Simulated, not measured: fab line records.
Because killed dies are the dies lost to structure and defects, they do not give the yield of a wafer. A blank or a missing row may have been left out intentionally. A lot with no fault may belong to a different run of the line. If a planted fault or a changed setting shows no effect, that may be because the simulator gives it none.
Which of the tools did it?    flow gf180mcu    12 lots (36 wafers sampled), 1 step of a 602-step route

== WHAT THE GAUGES SHOWED, per wafer ==
GF_STI_THK_MEAS_04.
lot   measured     on             STI_CVD_03_THK (nm)
L075  day 1 18:34  film-metro-01  208.9 206.4 207.5
L077  day 2 05:25  film-metro-01  205.7 205.9 205.8
L079  day 2 14:34  film-metro-03  208.0 207.4 207.5
L081  day 3 00:36  film-metro-04  210.1 209.2 210.6
L083  day 3 12:11  film-metro-03  209.5 206.7 207.3
L085  day 3 22:47  film-metro-03  207.7 209.7 207.5
L087  day 4 06:40  film-metro-04  208.2 209.4 210.5
L089  day 4 16:34  film-metro-03  209.3 208.2 208.3
L091  day 5 02:34  film-metro-03  208.4 208.0 207.1
L093  day 5 13:38  film-metro-01  208.2 208.2 207.7
L095  day 5 22:40  film-metro-04  207.9 208.8 208.9
L097  day 6 08:34  film-metro-04  206.2 207.2 205.3

== WHAT TOOL EACH LOT RAN ON (gives the tool, then ch and the chambers of the sampled wafers, and finally the start) ==
The record shows no process step preceding these readings.

== THE ANSWER, worked out from the rows above alone ==
Rule: the usual values come from the lots themselves. The widest of any qualifying gaps counts: lots, ordered by their means at a reading, are off when they make up no more than a third of the lots, leave a main group of 4 or more, and stand apart from it by 3 or more times the standard deviation of that group's means. A main group whose means are all the same, to the digits that the tables above print for the reading, isn't used. A lot without any number at a reading at which 4 lots or more have one is off too. The other lots that the step has rows for count as sound.
None of the lots is off at any reading shown; this tells nothing.

== WHAT THE SIMULATOR HAD PUT IN ==
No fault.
